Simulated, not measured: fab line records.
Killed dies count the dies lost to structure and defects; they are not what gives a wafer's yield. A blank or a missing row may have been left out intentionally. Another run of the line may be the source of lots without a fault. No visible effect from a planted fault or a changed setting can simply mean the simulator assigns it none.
fab line records    flow sky130
record: lots: 6  wafers: 18  last_day: 50
route steps=708 shown CAPM@550 METAL3@555 PAD_OPEN@708
lots untouched by any fault: they come from a run of this same line in which no faults occurred
start_h: start of the lot's first displayed wafer, in hours after the record's first day    wait_h: time in hours since the lot's previous step    " identical to the entry in the row above    L1.1+2: one row covering several wafers at once    - value missing, or start not given    * or withheld: withheld    < > ~ a bound
route shown NAME@n: names a module that has steps shown in the file, with the first one's number in the route    usual: mean/standard deviation taken from wafers without a fault    same: alike in all rows    chamber/n: place in a boat    sites: readings site by site    _std_site: their standard deviation    _edge_site: mean of outer sites minus mean of inner sites    radius_mm: for every site, how far away it sits from the centre of the wafer    mask NAME#n: copy n    behind: the last tool/chamber to shape the wafer    hold: why the lot was held/for how many hours/how that ended    device: whichever transistor did not switch (one of n, p or np)    end of line: the same wafers' tests at the end of the route    step lacking rows: just its recipe    killed: dies that structure and defects cost at the first sort, which is not the same as the wafer's yield    map: a wafer's dies, marking killed ones x, the rest . and places with no die _
set.NAME: setting as actually run; set.NAME@STEP: the setting as run at that earlier step    model.NAME: the simulator's own value behind a step, which no gauge read
lots seen at some steps along the route; tables by step, rows by wafer
services: the hour from which a tool's chamber was out of use, counted from the record's first day as start_h (under 0 if before that day), plus the number of hours and why
== steps ==
step: SKY_CAPM_METAL_ETCH_13
recipe: target_depth_nm: 220  stop_on: SiO2  chemistry: Cl2/BCl3  target: TiN  pressure_mtorr: 10  icp_w: 900  bias_w: 48.5  Cl2_flow_sccm: 60  bcl3_flow_sccm: 30  time_s: 62.9
usual: drypump_motor_current_A: 5.4/0.52  oes_product_au: 0.943/0.0079  throttle_valve_pct: 21.901/0.01
lot.wafer  tool          chamber  start_h  wait_h  drypump_motor_current_A  oes_product_au  rf_hours_counter_h  throttle_valve_pct
L155.2     rie_metal-02  1        877.65   0.0     6.1                      0.951           7                   21.890
L155.3     "             1        "        "       6.1                      0.950           -                   21.901
L155.4     "             0        "        "       5.0                      0.948           -                   21.904
L166.2     rie_metal-03  1        954.88   0.0     4.7                      0.946           9                   21.888
L166.3     "             0        "        "       5.6                      0.956           -                   21.895
L166.4     "             1        "        "       4.7                      0.958           -                   21.881
L167.2     rie_metal-02  0        965.57   0.0     5.0                      0.930           13                  21.915
L167.5     "             1        "        "       6.1                      0.936           -                   21.887
L167.6     "             0        "        "       5.0                      0.932           -                   21.897
L171.1     rie_metal-03  1        1001.25  0.0     4.7                      0.949           12                  21.910
L171.4     "             1        "        "       4.7                      0.941           -                   21.893
L171.6     "             0        "        "       5.6                      0.938           -                   21.903
L174.2     rie_metal-03  0        1025.15  0.0     5.6                      0.942           6                   21.905
L174.4     "             0        "        "       5.6                      0.950           -                   21.910
L174.6     "             1        "        "       4.7                      0.952           -                   21.899
L177.1     rie_metal-01  1        1028.43  0.0     5.3                      0.944           15                  21.917
L177.2     "             0        "        "       6.0                      0.942           16                  21.909
L177.6     "             1        "        "       5.3                      0.944           -                   21.887
step: SKY_CAPM_STRIP_14
recipe: chemistry: O2/N2  power_w: 1400  pressure_mtorr: 1500  platen_temp_c: withheld  o2_flow_sccm: 3000  n2_flow_sccm: 300  overash_fraction: 0.5
usual: drypump_motor_current_A: 5.8/0.36  oes_product_au: 0.710/0.0045  strip_time_to_endpoint_s: 12.65/0.05
same: overash_fraction: 0.5
lot.wafer  tool             chamber  start_h  wait_h  drypump_motor_current_A  oes_product_au  rf_hours_counter_h  strip_time_to_endpoint_s
L155.2     plasma_asher-04  1        877.72   0.1     5.4                      0.712           45                  12.67
L155.3     "                0        "        "       6.0                      0.711           -                   12.65
L155.4     "                1        "        "       5.4                      0.712           -                   12.63
L166.2     plasma_asher-03  1        954.96   0.1     5.4                      0.705           80                  12.64
L166.3     "                0        "        "       6.2                      0.714           -                   12.58
L166.4     "                1        "        "       5.4                      0.702           -                   12.64
L167.2     plasma_asher-02  0        965.65   0.1     6.2                      0.707           117                 12.57
L167.5     "                1        "        "       5.6                      0.712           -                   12.60
L167.6     "                0        "        "       6.2                      0.706           -                   12.58
L171.1     plasma_asher-03  0        1001.32  0.1     6.2                      0.708           84                  12.66
L171.4     "                0        "        "       6.2                      0.712           -                   12.66
L171.6     "                0        "        "       6.2                      0.712           -                   12.63
L174.2     plasma_asher-04  0        1025.22  0.1     6.0                      0.709           60                  12.65
L174.4     "                0        "        "       6.0                      0.712           -                   12.65
L174.6     "                1        "        "       5.4                      0.711           -                   12.69
L177.1     plasma_asher-03  1        1028.51  0.1     5.3                      0.710           87                  12.57
L177.2     "                0        "        "       6.2                      0.719           87                  12.60
L177.6     "                0        "        "       6.2                      0.711           -                   12.66
step: SKY_CAPM_STRIP_15
recipe: chemistry: post_etch_residue_remover  time_s: 1200  temp_c: 72.5
step: SKY_CAPM_CLEAN_16
recipe: chemistry: IPA  time_s: 180  temp_c: 25
step: SKY_CAPM_CLEAN_17
recipe: chemistry: O3/DIW  dry: n2_spin
step: SKY_METAL3_DEHYDRATE_05
recipe: temp_c: 200  time_s: 60
step: SKY_METAL3_HMDS_06
recipe: prime_time_s: 60  prime_temp_c: 120
step: SKY_METAL3_COAT_07
recipe: resist: BARC  temp_c: withheld  time_s: withheld  spin_rpm: 3000  resist_thk_nm: 60
step: SKY_METAL3_COAT_08
recipe: resist: KrF-thick  spin_rpm: 3000  resist_thk_nm: 1140
step: SKY_METAL3_SOFTBAKE_09
recipe: temp_c: 100  time_s: 90  resist: KrF-thick
step: SKY_METAL3_EXPOSE_10
recipe: mask_id: MM3  na: 0.68  source_shape: annular  sigma_inner: 0.4  sigma_outer: 0.8  target_cd_nm: 300  dose_mj: 28
step: SKY_METAL3_PEB_11
recipe: peb_temp_c: withheld  peb_time_s: withheld  resist: KrF-thick
step: SKY_METAL3_DEVELOP_12
recipe: develop_time_s: 60  resist: KrF-thick  dev_temp_c: 21
usual: developer_temp_C: 21.01/0.11
lot.wafer  tool            chamber  start_h  wait_h  developer_temp_C
L155.2     litho_track-03  0        903      -       21.10
L155.3     "               0        "        "       20.88
L155.4     "               0        "        "       20.98
L166.2     litho_track-01  0        979      -       21.52
L166.3     "               0        "        "       21.55
L166.4     "               0        "        "       21.68
L167.2     litho_track-01  0        990      -       21.50
L167.5     "               0        "        "       21.75
L167.6     "               0        "        "       21.68
L171.1     litho_track-03  0        1024     -       21.11
L171.4     "               0        "        "       21.14
L171.6     "               0        "        "       21.18
L174.2     litho_track-02  0        1047     -       21.10
L174.4     "               0        "        "       21.04
L174.6     "               0        "        "       20.82
L177.1     litho_track-01  0        1051     -       20.88
L177.2     "               0        "        "       20.82
L177.6     "               0        "        "       20.95
step: SKY_METAL3_CD_MEAS_13
recipe: target_cd_nm: 300
usual: cd_nm: 300.0/1.2
lot.wafer  tool       chamber  start_h  wait_h  cd_nm
L155.2     cd_sem-01  -        903.59   -       297.1
L155.3     "          -        "        "       297.9
L155.4     "          -        "        "       296.6
L166.2     cd_sem-02  -        979.91   -       300.4
L166.3     "          -        "        "       299.8
L166.4     "          -        "        "       299.2
L167.2     cd_sem-01  -        990.23   -       300.4
L167.5     "          -        "        "       301.0
L167.6     "          -        "        "       300.5
L171.1     cd_sem-01  -        1024.37  -       300.7
L171.4     "          -        "        "       301.2
L171.6     "          -        "        "       301.2
L174.2     cd_sem-01  -        1048.01  -       301.3
L174.4     "          -        "        "       298.8
L174.6     "          -        "        "       300.5
L177.1     cd_sem-02  -        1051.46  -       300.5
L177.2     "          -        "        "       301.2
L177.6     "          -        "        "       301.1
step: SKY_PAD_OPEN_PROBE_99
usual: defect_limited_yield: 82.6/1.8  killed_at_M0_to_M3: 44/6.3  killed_at_M4_up: 2.8/1.7  killed_at_contacts: 25/5.8  killed_at_front_end: 14/4.4  killed_at_other: 0.3/0.49  killed_dies: 86/8.7  killed_on_rim: 17/4.3  killed_open: 48/5.8  killed_short: 38/6  sort_bin_3_pad_short: 0.8/0.39  sort_bin_5_function: 10.4/1.4  sort_bin_6_memory: 6.2/1.1  sort_n_pass: 406/8.7  sort_yield_pct: 82.6/1.8
same: gross_dies: 492  killed_at_back_side: 0  sort_bin_4_leakage[%]: 0  sort_bin_8_speed[%]: 0
lot.wafer  tool       chamber  start_h  wait_h  defect_limited_yield[%]  killed_at_M0_to_M3  killed_at_M4_up  killed_at_contacts  killed_at_front_end  killed_at_other  killed_dies  killed_on_rim  killed_open  killed_short  sort_bin_3_pad_short[%]  sort_bin_5_function[%]  sort_bin_6_memory[%]  sort_n_pass  sort_yield_pct[%]
L166.2     prober-01  -        1139.58  0.1     81.9                     38                  2                31                  18                   0                89           16             55           34            0.6                      11.0                    6.5                   403          81.9
L166.3     prober-01  -        1139.63  0.2     82.7                     45                  3                23                  14                   0                85           21             58           27            0.4                      11.6                    5.3                   407          82.7
L166.4     prober-01  -        1139.68  0.2     84.6                     44                  3                13                  16                   0                76           16             43           33            1.2                      9.8                     4.5                   416          84.6
L167.2     prober-02  -        1146.81  0.1     85.2                     40                  0                27                  6                    0                73           13             39           34            0.8                      9.1                     4.9                   419          85.2
L167.5     prober-02  -        1146.96  0.2     86.2                     28                  5                24                  10                   1                68           13             32           36            0.6                      9.1                     4.1                   424          86.2
L167.6     prober-02  -        1147.01  0.2     82.7                     42                  4                24                  14                   1                85           16             50           35            1.2                      10.8                    5.3                   407          82.7
L174.2     prober-02  -        1192.82  0.1     83.7                     34                  2                25                  18                   1                80           16             46           34            0.8                      9.6                     5.9                   412          83.7
L174.4     prober-02  -        1192.92  0.2     81.7                     47                  1                29                  13                   0                90           11             52           38            1.0                      11.0                    6.3                   402          81.7
L174.6     prober-02  -        1193.02  0.2     79.7                     42                  5                37                  15                   1                100          15             53           47            1.2                      10.2                    8.9                   392          79.7
killed by level:class
L166.2 LI_CONTACT:geometric_particle:open=12 VIA1:geometric_particle:open=10 CONTACT:geometric_particle:open=10 VIA2:geometric_particle:open=6 VIA3:geometric_particle:open=6 METAL2:geometric_particle:short=5 CONTACT:geometric_particle:short=5 POLY_GATE:geometric_particle:open=4
L166.3 VIA1:geometric_particle:open=14 CONTACT:geometric_particle:open=10 VIA3:geometric_particle:open=8 LI_CONTACT:geometric_particle:open=5 VIA2:geometric_particle:open=5 METAL3:geometric_particle:short=5 FIELD_ISO:geometric_particle:open=4 CONTACT:geometric_particle:short=4
L166.4 VIA1:geometric_particle:open=14 VIA3:geometric_particle:open=6 VIA2:geometric_particle:open=6 POLY_GATE:geometric_particle:open=5 CONTACT:geometric_particle:short=4 METAL2:geometric_particle:short=4 POLY_GATE:geometric_particle:short=3 VIA1:geometric_particle:short=3
L167.2 VIA1:geometric_particle:open=8 LI_CONTACT:geometric_particle:open=7 CONTACT:geometric_particle:short=7 CONTACT:geometric_particle:open=6 VIA3:geometric_particle:open=6 VIA2:geometric_particle:open=5 METAL1:geometric_particle:short=5 LI_CONTACT:geometric_particle:short=4
L167.5 VIA1:geometric_particle:open=8 CONTACT:geometric_particle:short=7 CONTACT:geometric_particle:open=7 LI_CONTACT:geometric_particle:open=6 VIA1:geometric_particle:short=4 METAL4:geometric_particle:short=4 FIELD_ISO:geometric_particle:short=3 METAL2:geometric_particle:short=3
L167.6 VIA1:geometric_particle:open=16 VIA3:geometric_particle:open=7 LI_CONTACT:geometric_particle:open=6 LOCAL_INTERCONNECT:geometric_particle:short=6 VIA2:geometric_particle:open=6 CONTACT:geometric_particle:open=5 FIELD_ISO:geometric_particle:open=4 METAL4:geometric_particle:short=4
L174.2 VIA3:geometric_particle:open=7 LI_CONTACT:geometric_particle:open=7 CONTACT:geometric_particle:open=7 FIELD_ISO:geometric_particle:short=5 VIA1:geometric_particle:open=5 METAL1:geometric_particle:short=5 VIA2:geometric_particle:open=5 SPACER:geometric_particle:open=4
L174.4 LI_CONTACT:geometric_particle:open=10 CONTACT:geometric_particle:open=10 VIA1:geometric_particle:open=8 VIA2:geometric_particle:open=8 METAL2:geometric_particle:short=7 VIA3:geometric_particle:open=7 VIA1:geometric_particle:short=6 FIELD_ISO:geometric_particle:short=4
L174.6 CONTACT:geometric_particle:open=15 CONTACT:geometric_particle:short=10 VIA1:geometric_particle:open=8 LI_CONTACT:geometric_particle:open=7 VIA3:geometric_particle:open=7 VIA1:geometric_particle:short=6 METAL2:geometric_particle:short=6 VIA2:geometric_particle:open=5
== services ==
tool             chamber  start_h  hours  kind
plasma_asher-02  -        859.40   1.2    repair
rie_metal-01     -        864.23   1.4    pm
rie_metal-03     0        883.55   -      clean
rie_metal-03     0        883.55   19.7   scheduled_down
rie_metal-03     0        883.55   19.7   vent_cycle
plasma_asher-03  -        974.12   0.9    repair
plasma_asher-03  -        987.52   0.7    repair
== key ==
first_sign: step: SKY_METAL3_DEVELOP_12  reading: developer_temp_C  direction: up  sigmas: 5.6  usual: *  struck: *
effect none on later readings
met_at SKY_METAL3_DEVELOP_12
struck_wafers L166.2,L166.3,L166.4,L167.2,L167.5,L167.6
fault: kind: process_parameter_drift  tool: litho_track-01  chamber: -  onset_h: 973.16  steps: SKY_METAL3_DEVELOP_12  channel: dev_temp_c  offset: *  shape: step  end_h: 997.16  acts_in: *  stated: *
